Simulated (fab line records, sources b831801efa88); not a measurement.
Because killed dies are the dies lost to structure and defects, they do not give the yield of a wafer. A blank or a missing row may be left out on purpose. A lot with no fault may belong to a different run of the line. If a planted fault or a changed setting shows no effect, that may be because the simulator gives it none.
fab line records | flow sfqLine
[record] lots = 5 wafers = 23
route steps=325 shown INCOMING@2 L0@10 L0V@20 M0@32 I0@44 M1@65 I1@80 M2@93
startH: start of the lot's first displayed wafer, in hours after the record's first day | waitH: hours since the lot's step before | " identical to the entry in the row above | L1.1+2: a single row standing in for several wafers | - either no value or no given start | * or withheld: withheld | < > ~ a bound
route shown NAME@n: a module of which the file shows steps, and the number in the route of the first | usual: mean and standard deviation over wafers with no fault | same: alike in all rows | chamber/n: place in a boat | sites: each site's reading | _std_site: standard deviation of those values | _edge_site: outer sites' mean less inner sites' | radiusMm: how far each site lies from the wafer's centre | mask NAME#n: copy n | behind: the last tool/chamber to shape the wafer | hold: reason for holding the lot/hours on hold/outcome of the hold | device: which transistor (n, p or np) failed to switch | end of line: the route-end tests of the same wafers | a step without rows: its recipe alone | killed: the dies lost at the first sort to structure and to defects; this is not the yield of the wafer | map: per-die view of a wafer (x killed, . not killed, _ where there is no die)
set.NAME: the run value of the setting; set.NAME@STEP: its run value at that earlier step | model.NAME: the simulator's own value behind a step, which no gauge read
lots where settings were altered on purpose, with a table for each step and a row for each wafer
[[steps]]
[step SFQ_TRILAYER_INCOMING_OXIDATION_002]
[recipe] tempC = 1000 ambient = H2O targetThkA = 5000 pH2oTorr = 720 oxTimeS = 4939
// columns lot.wafer tool chamber startH waitH set.tempC model.SiO2_of_TRILAYER_INCOMING_OXIDATION_002.thkNm
L078.4 furnace-02 0 30.12 0.0 1000 492.2
L078.5 " 0 " " 1000 492.6
L078.6 " 0 " " 1000 495.6
L079.1 - - - 0.1 987.5 453.2
L079.3 " - " " 987.5 456.8
L079.4 " - " " 987.5 466.4
L079.5 " - " " 987.5 460.9
L079.6 " - " " 987.5 462
L080.1 - - - 0.1 1008 519.3
L080.2 " - " " 1008 523.8
L080.3 " - " " 1008 519.8
L080.4 " - " " 1008 526.6
L080.6 " - " " 1008 527
L084.1 - - - 0.1 973.6 397.7
L084.2 " - " " 973.6 396.7
L084.4 " - " " 973.6 401.4
L084.5 " - " " 973.6 403.5
L084.6 " - " " 973.6 407.7
L085.1 - - - 0.1 970.6 408.8
L085.2 " - " " 970.6 411
L085.3 " - " " 970.6 402.4
L085.5 " - " " 970.6 414.4
L085.6 " - " " 970.6 413.4
[step SFQ_TRILAYER_L0_LITHO_PEB_008]
[recipe] pebTempC = 115 pebTimeS = 60 resist = KrF
// columns lot.wafer tool chamber startH waitH set.pebTimeS
L078.4+5+6 lithoTrack-03 0 94.73 0.5 60
L079.1+5 lithoTrack-04 0 102.13 1.0 54.65
L079.3+4+6 " 0 " " 60
L080.1+3+4 lithoTrack-04 0 112.51 1.0 60
L080.2+6 " 0 " " 54.68
L084.1+2+6 lithoTrack-04 0 137.71 1.0 60
L084.4+5 " 0 " " 53.15
L085.1+2+5 lithoTrack-04 0 141.31 1.0 64.43
L085.3+6 " 0 " " 60
[step SFQ_TRILAYER_L0_BARC_OPEN_METAL_ETCH_010]
[recipe] maskMaterial = PR chemistry = O2 targetDepthNm = 125 target = BARC icpW = 600 biasW = 80 pressureMtorr = 10 timeS = 41.7
// columns lot.wafer tool chamber startH waitH set.biasW set.pebTimeS@TRILAYER_L0_LITHO_PEB_008 model.L0.cdNm
L078.4 rieMetal-03 0 94.97 0.1 80 60 1997
L078.5 " 1 " " 80 60 2000
L078.6 " 0 " " 80 60 2001
L079.1 rieMetal-01 0 102.43 0.1 80 54.65 2012
L079.3 " 0 " " 80 60 1997
L079.4 " 0 " " 74.33 60 1998
L079.5 " 0 " " 74.33 54.65 2013
L079.6 " 0 " " 74.33 60 1999
L080.1 rieMetal-01 1 112.81 0.1 80 60 2000
L080.2+6 " 0 " " 80 54.68 2011
L080.3 " 1 " " 80 60 1999
L080.4 " 0 " " 80 60 1997
L084.1 rieMetal-01 0 138.01 0.1 72.76 60 1999
L084.2 " 1 " " 72.76 60 2000
L084.4 " 0 " " 72.76 53.15 2017
L084.5 " 0 " " 80 53.15 2017
L084.6 " 1 " " 80 60 2000
L085.1 rieMetal-03 0 141.61 0.1 75.14 64.43 1989
L085.2 " 1 " " 80 64.43 1990
L085.3 " 1 " " 80 60 2001
L085.5 " 0 " " 80 64.43 1988
L085.6 " 1 " " 75.14 60 2001
[step SFQ_TRILAYER_L0_VIA_LITHO_EXPOSE_014]
[recipe] maskId = L0V na = 0.6 sourceShape = conventional sigmaOuter = 0.65 targetCdNm = 700 doseMj = 21.3
// columns lot.wafer tool chamber startH waitH mask set.doseMj
L078.4+5+6 krfScanner-02 0 170.71 - L0V#0 21.3
L079.1+3+6 krfScanner-01 0 184.88 - L0V#0 21.3
L079.4+5 " 0 " " L0V#0 21.82
L080.1+3+6 krfScanner-01 0 201.68 - L0V#0 22.38
L080.2+4 " 0 " " L0V#0 21.3
L084.1+4 krfScanner-01 0 223.31 - L0V#0 20.52
L084.2+5+6 " 0 " " L0V#0 21.3
L085.1+3+5 krfScanner-01 0 225.71 - L0V#0 22.17
L085.2+6 " 0 " " L0V#0 21.3
[step SFQ_TRILAYER_L0_VIA_BARC_OPEN_VIA_ETCH_021]
[recipe] maskMaterial = PR chemistry = O2 targetDepthNm = 125 target = BARC sourceW = 500 biasW = 80 pressureMtorr = 30 timeS = 41.7
// columns lot.wafer tool chamber startH waitH set.biasW set.doseMj@TRILAYER_L0_VIA_LITHO_EXPOSE_014 model.L0V.cdNm
L078.4 rieDiel-01 0 171.64 0.0 80 21.3 699.5
L078.5 " 2 " " 80 21.3 698.2
L078.6 " 1 " " 80 21.3 699.8
L079.1 rieDiel-02 0 186.42 0.0 85.21 21.3 702.5
L079.3 " 1 " " 80 21.3 700.8
L079.4 " 2 " " 80 21.82 705.1
L079.5 " 2 " " 80 21.82 704
L079.6 " 3 " " 85.21 21.3 702.1
L080.1 rieDiel-03 2 203.22 0.0 80 22.38 706.9
L080.2+4 " 3,0 " " 83.37 21.3 696.8
L080.3 " 1 " " 83.37 22.38 704.6
L080.6 " 3 " " 80 22.38 703.6
L084.1 rieDiel-01 2 224.85 0.0 77.45 20.52 691.7
L084.2 " 1 " " 80 21.3 699.7
L084.4 " 3 " " 80 20.52 692.7
L084.5 " 0 " " 77.45 21.3 699.9
L084.6 " 3 " " 77.45 21.3 698.8
L085.1 rieDiel-03 1 227.25 0.0 83.24 22.17 704.7
L085.2 " 3 " " 80 21.3 699.1
L085.3 " 0 " " 80 22.17 705.3
L085.5 " 0 " " 83.24 22.17 707.3
L085.6 " 3 " " 83.24 21.3 700
[step SFQ_TRILAYER_M0_LITHO_COAT_026]
[recipe] resist = BARC spinRpm = 3000 resistThkNm = 62
// columns lot.wafer tool chamber startH waitH set.resistThkNm model.BARC_of_TRILAYER_M0_LITHO_COAT_026.thkNm
L078.4 lithoTrack-01 0 172.96 0.2 62 62.09
L078.5 " 0 " " 62 62.2
L078.6 " 0 " " 62 62.15
L079.1+3 lithoTrack-01 0 187.57 0.1 62 61.85
L079.4 " 0 " " 58.85 58.64
L079.5 " 0 " " 62 61.82
L079.6 " 0 " " 58.85 58.76
L080.1 lithoTrack-02 0 204.37 0.1 64.51 64.74
L080.2 " 0 " " 64.51 64.7
L080.3 " 0 " " 62 62.22
L080.4 " 0 " " 64.51 65.09
L080.6 " 0 " " 62 62.26
L084.1 lithoTrack-03 0 226.01 0.1 63.5 63.74
L084.2 " 0 " " 63.5 63.6
L084.4 " 0 " " 62 62.03
L084.5 " 0 " " 63.5 63.91
L084.6 " 0 " " 62 62.21
L085.1 lithoTrack-02 0 228.42 0.1 62 61.85
L085.2 " 0 " " 62 61.79
L085.3 " 0 " " 60.02 59.8
L085.5 " 0 " " 60.02 59.69
L085.6 " 0 " " 62 61.99
[step SFQ_TRILAYER_M0_BARC_OPEN_METAL_ETCH_031]
[recipe] maskMaterial = PR chemistry = O2 targetDepthNm = 125 target = BARC icpW = 600 biasW = 80 pressureMtorr = 10 timeS = 41.7
// columns lot.wafer tool chamber startH waitH set.timeS set.resistThkNm@TRILAYER_M0_LITHO_COAT_026 model.etch.depthNm
L078.4 rieMetal-01 0 264.47 0.0 41.7 62 62.09
L078.5 " 1 " " 41.7 62 62.2
L078.6 " 0 " " 41.7 62 62.15
L079.1 rieMetal-04 0 284.65 0.0 39.97 62 -
L079.3 " 0 " " 41.7 62 61.85
L079.4 " 1 " " 39.97 58.85 58.64
L079.5 " 1 " " 41.7 62 -
L079.6 " 0 " " 41.7 58.85 58.76
L080.1 rieMetal-01 1 308.65 0.0 46.86 64.51 -
L080.2 " 0 " " 46.86 64.51 64.7
L080.3 " 1 " " 41.7 62 -
L080.4 " 0 " " 41.7 64.51 65.09
L080.6 " 0 " " 41.7 62 62.26
L084.1+5 rieMetal-01 0 342.16 0.0 41.7 63.5 -
L084.2 " 1 " " 41.7 63.5 63.6
L084.4+6 " 1 " " 41.7 62 -
L085.1+2+6 rieMetal-04 1,0,0 345.76 0.0 41.7 62 -
L085.3+5 " 1 " " 41.7 60.02 -
[step SFQ_TRILAYER_I0_CMP_CMP_028]
[recipe] material = SiO2 downForcePsi = 3 platenRpm = 60 padVelocityMS = 0.94248
// columns lot.wafer tool chamber startH waitH set.leaveAboveRefNm model.SiO2_of_TRILAYER_I0_DEP_PECVD_027.thkNm
L078.4 cmp-02 0 269.49 4.0 200 195.7
L078.6 " 2 270.49 5.0 200 199.7
L078.5 " 3 " " 200 197.2
L079.4 cmp-02 1 285.69 0.0 207.9 206.9
L079.1 " 2 " " 200 200.1
L079.3 " 0 287.19 1.5 200 195.5
L079.6 " 1 " " 207.9 208.8
L079.5 " 2 " " 207.9 208.2
L080.2 cmp-02 0 309.69 0.0 200 198.6
L080.3 " 1 " " 200 199.9
L080.1 " 2 " " 212.1 213.3
L080.4 " 3 " " 212.1 211.6
L080.6 " 0 " " 200 197.9
L084.1 cmp-02 0 343.20 0.0 200 196.6
L084.4 " 2 344.20 1.0 190.7 190.5
L084.2 " 3 " " 190.7 187.3
L084.6 " 0 " " 190.7 187.1
L084.5 " 1 " " 200 199.2
L085.1 cmp-02 3 347.06 0.0 200 197.7
L085.3+5 " 0,3 " " 200 197
L085.2 " 1 " " 200 200.1
L085.6 " 0 349.56 2.5 200 196.8
[step SFQ_TRILAYER_I0_METRO_MEASURE_029]
[usual] thkNm = 199.0/1.7
// columns lot.wafer tool chamber startH waitH set.leaveAboveRefNm@TRILAYER_I0_CMP_CMP_028 thkNm
L078.4 filmMetro-04 - 272.33 0.6 200 195.7
L078.5 " - " " 200 197.2
L078.6 " - " " 200 199.6
L079.1 filmMetro-04 - 288.81 0.1 200 200.0
L079.3 " - " " 200 195.3
L079.4 " - " " 207.9 206.9
L079.5 " - " " 207.9 208.3
L079.6 " - " " 207.9 208.6
L080.1 filmMetro-03 - 312.81 0.1 212.1 213.3
L080.2 " - " " 200 198.5
L080.3 " - " " 200 200.0
L080.4 " - " " 212.1 211.7
L080.6 " - " " 200 197.7
L084.1 filmMetro-01 - 346.32 0.1 200 196.6
L084.2 " - " " 190.7 187.2
L084.4 " - " " 190.7 190.6
L084.5 " - " " 200 199.2
L084.6 " - " " 190.7 187.0
L085.1 filmMetro-03 - 350.18 0.1 200 197.7
L085.2 " - " " 200 200.1
L085.3 " - " " 200 197.0
L085.5 " - " " 200 197.0
L085.6 " - " " 200 196.7
[step SFQ_TRILAYER_I0_VIA_LITHO_PEB_034]
[recipe] pebTempC = 115 pebTimeS = 60 resist = KrF
// columns lot.wafer tool chamber startH waitH set.pebTimeS
L078.4+5+6 lithoTrack-04 0 331.19 0.5 60
L079.1+3+4+5+6 lithoTrack-04 0 - - 60
L080.1+3 lithoTrack-01 0 333.51 1.0 64.92
L080.2+4+6 " 0 " " 60
L084.1+2+4 lithoTrack-04 0 349.47 1.0 68.45
L084.5+6 " 0 " " 60
L085.1+2+3 lithoTrack-04 0 353.33 1.0 60
L085.5+6 " 0 " " 53.24
[step SFQ_TRILAYER_I0_VIA_BARC_OPEN_VIA_ETCH_046]
[recipe] maskMaterial = PR chemistry = O2 targetDepthNm = 125 target = BARC sourceW = 500 biasW = 80 pressureMtorr = 30 timeS = 41.7
// columns lot.wafer tool chamber startH waitH set.sourceW set.pebTimeS@TRILAYER_I0_VIA_LITHO_PEB_034 model.I0.cdNm
L078.4 rieDiel-04 0 331.45 0.0 500 60 499.7
L078.5 " 3 " " 500 60 500.9
L078.6 " 0 " " 500 60 499.4
L079.1 rieDiel-01 2 332.86 0.0 500 60 499.2
L079.3 " 3 " " 468.5 60 501.1
L079.4 " 1 " " 500 60 500.4
L079.5 " 0 " " 468.5 60 500.6
L079.6 " 3 " " 500 60 500.3
L080.1 rieDiel-04 3 333.85 0.0 466.8 64.92 512.2
L080.2 " 2 " " 500 60 499.6
L080.3 " 1 " " 500 64.92 510.5
L080.4 " 0 " " 466.8 60 500.6
L080.6 " 0 " " 466.8 60 498.6
L084.1 rieDiel-04 2 349.81 0.0 500 68.45 516.7
L084.2 " 3 " " 455.8 68.45 518.1
L084.4 " 0 " " 455.8 68.45 516.4
L084.5 " 0 " " 455.8 60 498.9
L084.6 " 1 " " 500 60 498.4
L085.1 rieDiel-02 3 353.67 0.0 500 60 498.1
L085.2 " 0 " " 500 60 499
L085.3 " 2 " " 500 60 498.4
L085.5 " 1 " " 500 53.24 481.7
L085.6 " 0 " " 500 53.24 480.8
[step SFQ_TRILAYER_I0_VIA_ETCH_VIA_ETCH_034]
[recipe] target = SiO2 stopOn = Nb maskMaterial = PR taperDeg = 20 chemistry = CHF3 targetDepthNm = 260 sourceW = 500 biasW = 80 pressureMtorr = 30 timeS = withheld
[usual] oesProductAu = 0.852/0.0061
// columns lot.wafer tool chamber startH waitH set.leaveAboveRefNm@TRILAYER_I0_CMP_CMP_028 set.pebTimeS@TRILAYER_I0_VIA_LITHO_PEB_034 oesProductAu model.etch.depthNm model.I0.cdNm
L078.4 rieDiel-04 0 331.49 0.0 200 * 0.847 195.7 495.4
L078.5 " 3 " " 200 * 0.847 197.2 500.1
L078.6 " 0 " " 200 * 0.855 199.7 495.3
L079.1 rieDiel-01 2 332.90 0.0 200 * 0.856 - 501.3
L079.3 " 3 " " 200 * 0.843 195.5 503.2
L079.4 " 1 " " 207.9 * 0.873 206.9 497.9
L079.5 " 0 " " 207.9 * 0.870 - 503.3
L079.6 " 3 " " 207.9 * 0.875 208.8 501.6
L080.1 rieDiel-04 3 333.89 0.0 212.1 * 0.882 - 513.5
L080.2 " 2 " " 200 * 0.850 198.6 498.7
L080.3 " 1 " " 200 * 0.859 - 511.7
L080.4 " 0 " " 212.1 * 0.873 211.6 497.9
L080.6 " 0 " " 200 * 0.849 197.9 495.9
L084.1 rieDiel-04 2 349.85 0.0 200 * 0.844 - 513
L084.2 " 3 " " 190.7 * 0.826 187.3 518.4
L084.4 " 0 " " 190.7 * 0.832 - 512.2
L084.5 " 0 " " 200 * 0.857 - 493.9
L084.6 " 1 " " 190.7 * 0.820 - 498.6
L085.1 rieDiel-02 3 353.71 0.0 200 * 0.851 - 499.8
L085.2 " 0 " " 200 * 0.854 - 499.3
L085.3 " 2 " " 200 * 0.839 - 498.7
L085.5 " 1 " " 200 * 0.851 - 481.9
L085.6 " 0 " " 200 * 0.840 - 480.8
[step SFQ_TRILAYER_M1_LITHO_EXPOSE_040]
[recipe] maskId = M1 na = 0.6 sourceShape = conventional sigmaOuter = 0.65 targetCdNm = 500 doseMj = 14.4
// columns lot.wafer tool chamber startH waitH mask set.doseMj
L078.4+5+6 krfScanner-02 0 463.66 - M1#0 14.4
L079.1+4+5 krfScanner-02 0 467.86 - M1#0 14.4
L079.3+6 " 0 " " M1#0 14.81
L080.1+2+3+4+6 krfScanner-02 0 469.06 - M1#0 14.4
L084.1+2+4+5+6 krfScanner-02 0 487.06 - M1#0 14.4
L085.1+5 krfScanner-01 0 494.05 - M1#0 15.03
L085.2+3+6 " 0 " " M1#0 14.4
[step SFQ_TRILAYER_M1_BARC_OPEN_METAL_ETCH_054]
[recipe] maskMaterial = PR chemistry = O2 targetDepthNm = 125 target = BARC icpW = 600 biasW = 80 pressureMtorr = 10 timeS = 41.7
// columns lot.wafer tool chamber startH waitH set.timeS set.doseMj@TRILAYER_M1_LITHO_EXPOSE_040 model.KrF_of_TRILAYER_M1_LITHO_COAT_039.thkNm model.M1.cdNm
L078.4 rieMetal-01 0 464.61 0.0 41.7 14.4 521.4 499.6
L078.5 " 1 " " 41.7 14.4 523.6 499.1
L078.6 " 0 " " 41.7 14.4 521.3 498.7
L079.1 rieMetal-01 0 469.39 0.0 43.85 14.4 519.6 502.1
L079.3 " 1 " " 41.7 14.81 524.2 496.2
L079.4 " 0 " " 41.7 14.4 521.9 501
L079.5 " 0 " " 41.7 14.4 523.5 501.5
L079.6 " 1 " " 43.85 14.81 520.1 496.3
L080.1 rieMetal-02 1 470.59 0.0 47.93 14.4 515.7 500
L080.2 " 0 " " 41.7 14.4 522.7 500.5
L080.3 " 0 " " 47.93 14.4 515 500.3
L080.4 " 1 " " 47.93 14.4 514.6 500.2
L080.6 " 0 " " 41.7 14.4 523.9 499.7
L084.1 rieMetal-03 1 488.59 0.0 38.69 14.4 529.1 499.2
L084.2 " 1 " " 41.7 14.4 524.2 500.1
L084.4 " 1 " " 41.7 14.4 524 500.2
L084.5 " 1 " " 38.69 14.4 528.2 499.8
L084.6 " 1 " " 38.69 14.4 528.4 499.3
L085.1 rieMetal-03 1 495.59 0.0 41.7 15.03 522.5 493.9
L085.2 " 1 " " 45.64 14.4 516.9 500.8
L085.3 " 1 " " 41.7 14.4 523.3 499.6
L085.5 " 1 " " 41.7 15.03 523.8 493.7
L085.6 " 1 " " 45.64 14.4 519.6 500.5
[step SFQ_TRILAYER_I1_VIA_LITHO_EXPOSE_050]
[recipe] maskId = I1 na = 0.6 sourceShape = conventional sigmaOuter = 0.65 targetCdNm = 500 doseMj = 21.3
// columns lot.wafer tool chamber startH waitH mask set.doseMj
L078.4+5+6 krfScanner-01 0 474.30 - I1#0 21.3
L079.1+4 krfScanner-01 0 475.52 - I1#0 22.13
L079.3+5+6 " 0 " " I1#0 21.3
L080.1+2+4 krfScanner-01 0 476.72 - I1#0 21.3
L080.3+6 " 0 " " I1#0 20.64
L084.1+4+5 krfScanner-02 0 498.11 - I1#0 21.3
L084.2+6 " 0 " " I1#0 20.7
L085.1+3 krfScanner-02 0 502.58 - I1#0 20.85
L085.2+5+6 " 0 " " I1#0 21.3
[step SFQ_TRILAYER_I1_VIA_LITHO_PEB_052]
[recipe] pebTempC = 115 pebTimeS = 60 resist = KrF
[step SFQ_TRILAYER_I1_VIA_LITHO_DEVELOP_051]
[recipe] timeS = 60 resist = KrF
[step SFQ_TRILAYER_I1_VIA_BARC_OPEN_VIA_ETCH_071]
[recipe] maskMaterial = PR chemistry = O2 targetDepthNm = 125 target = BARC sourceW = 500 biasW = 80 pressureMtorr = 30 timeS = 41.7
// columns lot.wafer tool chamber startH waitH set.doseMj@TRILAYER_I1_VIA_LITHO_EXPOSE_050 model.I1.cdNm
L078.4 rieDiel-03 3 475.24 0.0 21.3 499.5
L078.5 " 2 " " 21.3 500.1
L078.6 " 3 " " 21.3 500.4
L079.1 rieDiel-01 0 477.05 0.0 22.13 505.6
L079.3 " 2 " " 21.3 501
L079.4 " 3 " " 22.13 506.5
L079.5 " 2 " " 21.3 500.9
L079.6 " 3 " " 21.3 499.2
L080.1 rieDiel-04 0 478.25 0.0 21.3 498.8
L080.2 " 3 " " 21.3 500.5
L080.3 " 1 " " 20.64 492.8
L080.4 " 2 " " 21.3 498.5
L080.6 " 3 " " 20.64 496.9
L084.1 rieDiel-01 3 499.64 0.0 21.3 498.3
L084.2 " 1 " " 20.7 492.3
L084.4 " 0 " " 21.3 498.1
L084.5 " 3 " " 21.3 499
L084.6 " 0 " " 20.7 495
L085.1 rieDiel-03 1 504.11 0.0 20.85 496.1
L085.2+5 " 2,0 " " 21.3 498.7
L085.3 " 0 " " 20.85 495
L085.6 " 2 " " 21.3 500
[step SFQ_TRILAYER_M2_LITHO_COAT_057]
[recipe] resist = KrF spinRpm = 3000 resistThkNm = 600
// columns lot.wafer tool chamber startH waitH set.spinRpm model.KrF_of_TRILAYER_M2_LITHO_COAT_057.thkNm
L078.4 lithoTrack-02 0 477.51 0.2 3000 600.5
L078.5 " 0 " " 3000 599.1
L078.6 " 0 " " 3000 600.7
L079.1 lithoTrack-03 0 479.21 0.2 3000 599.9
L079.3 " 0 " " 2897 610.4
L079.4 " 0 " " 2897 612.4
L079.5 " 0 " " 3000 600.8
L079.6 " 0 " " 2897 609
L080.1 lithoTrack-02 0 480.38 0.2 3000 597.2
L080.2 " 0 " " 3000 598.9
L080.3 " 0 " " 3000 597.9
L080.4 " 0 " " 3000 598.7
L080.6 " 0 " " 3000 598.2
L084.1 lithoTrack-01 0 501.77 0.2 3117 587.6
L084.2 " 0 " " 3000 600.4
L084.4 " 0 " " 3000 601.9
L084.5 " 0 " " 3117 589.3
L084.6 " 0 " " 3000 600.2
L085.1 lithoTrack-02 0 505.64 0.2 3083 592.7
L085.2 " 0 " " 3000 600.2
L085.3 " 0 " " 3083 590.6
L085.5 " 0 " " 3000 599.9
L085.6 " 0 " " 3083 591.4
[[key]]
[split] step = SFQ_TRILAYER_INCOMING_OXIDATION_002 setting = tempC stated = 1000 by = lot
[response] step = SFQ_TRILAYER_INCOMING_OXIDATION_002 reading = model.SiO2_of_TRILAYER_INCOMING_OXIDATION_002.thkNm change = +32.2 per = 1% r = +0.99
[split] step = SFQ_TRILAYER_L0_LITHO_PEB_008 setting = pebTimeS stated = 60 by = wafer
[response] step = SFQ_TRILAYER_L0_BARC_OPEN_METAL_ETCH_010 reading = model.L0.cdNm change = -1.54 per = 1% r = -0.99
[split] step = SFQ_TRILAYER_L0_BARC_OPEN_METAL_ETCH_010 setting = biasW stated = 80 by = wafer
response none clear
[split] step = SFQ_TRILAYER_L0_VIA_LITHO_EXPOSE_014 setting = doseMj stated = 21.3 by = wafer
[response] step = SFQ_TRILAYER_L0_VIA_BARC_OPEN_VIA_ETCH_021 reading = model.L0V.cdNm change = +1.63 per = 1% r = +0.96
[split] step = SFQ_TRILAYER_L0_VIA_BARC_OPEN_VIA_ETCH_021 setting = biasW stated = 80 by = wafer
response none clear
[split] step = SFQ_TRILAYER_M0_LITHO_COAT_026 setting = resistThkNm stated = 62 by = wafer
[response] step = SFQ_TRILAYER_M0_LITHO_COAT_026 reading = model.BARC_of_TRILAYER_M0_LITHO_COAT_026.thkNm change = +0.64 per = 1% r = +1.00
[response] step = SFQ_TRILAYER_M0_BARC_OPEN_METAL_ETCH_031 reading = model.etch.depthNm change = +0.633 per = 1% r = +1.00
[split] step = SFQ_TRILAYER_M0_BARC_OPEN_METAL_ETCH_031 setting = timeS stated = 41.7 by = wafer
response none clear
[split] step = SFQ_TRILAYER_I0_CMP_CMP_028 setting = leaveAboveRefNm stated = 200 by = wafer
[response] step = SFQ_TRILAYER_I0_CMP_CMP_028 reading = model.SiO2_of_TRILAYER_I0_DEP_PECVD_027.thkNm change = +2.27 per = 1% r = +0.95
[response] step = SFQ_TRILAYER_I0_METRO_MEASURE_029 reading = thkNm change = +2.28 per = 1% r = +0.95
[response] step = SFQ_TRILAYER_I0_VIA_ETCH_VIA_ETCH_034 reading = oesProductAu change = +0.00482 per = 1% r = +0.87
[response] step = SFQ_TRILAYER_I0_VIA_ETCH_VIA_ETCH_034 reading = model.etch.depthNm change = +2.48 per = 1% r = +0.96
[split] step = SFQ_TRILAYER_I0_VIA_LITHO_PEB_034 setting = pebTimeS stated = 60 by = wafer
[response] step = SFQ_TRILAYER_I0_VIA_BARC_OPEN_VIA_ETCH_046 reading = model.I0.cdNm change = +1.4 per = 1% r = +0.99
[response] step = SFQ_TRILAYER_I0_VIA_ETCH_VIA_ETCH_034 reading = model.I0.cdNm change = +1.49 per = 1% r = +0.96
[split] step = SFQ_TRILAYER_I0_VIA_BARC_OPEN_VIA_ETCH_046 setting = sourceW stated = 500 by = wafer
response none clear
[split] step = SFQ_TRILAYER_M1_LITHO_EXPOSE_040 setting = doseMj stated = 14.4 by = wafer
[response] step = SFQ_TRILAYER_M1_BARC_OPEN_METAL_ETCH_054 reading = model.M1.cdNm change = -1.59 per = 1% r = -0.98
[split] step = SFQ_TRILAYER_M1_BARC_OPEN_METAL_ETCH_054 setting = timeS stated = 41.7 by = wafer
[response] step = SFQ_TRILAYER_M1_BARC_OPEN_METAL_ETCH_054 reading = model.KrF_of_TRILAYER_M1_LITHO_COAT_039.thkNm change = -0.558 per = 1% r = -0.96
[split] step = SFQ_TRILAYER_I1_VIA_LITHO_EXPOSE_050 setting = doseMj stated = 21.3 by = wafer
[response] step = SFQ_TRILAYER_I1_VIA_BARC_OPEN_VIA_ETCH_071 reading = model.I1.cdNm change = +1.53 per = 1% r = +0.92
[split] step = SFQ_TRILAYER_M2_LITHO_COAT_057 setting = spinRpm stated = 3000 by = wafer
[response] step = SFQ_TRILAYER_M2_LITHO_COAT_057 reading = model.KrF_of_TRILAYER_M2_LITHO_COAT_057.thkNm change = -3.09 per = 1% r = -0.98
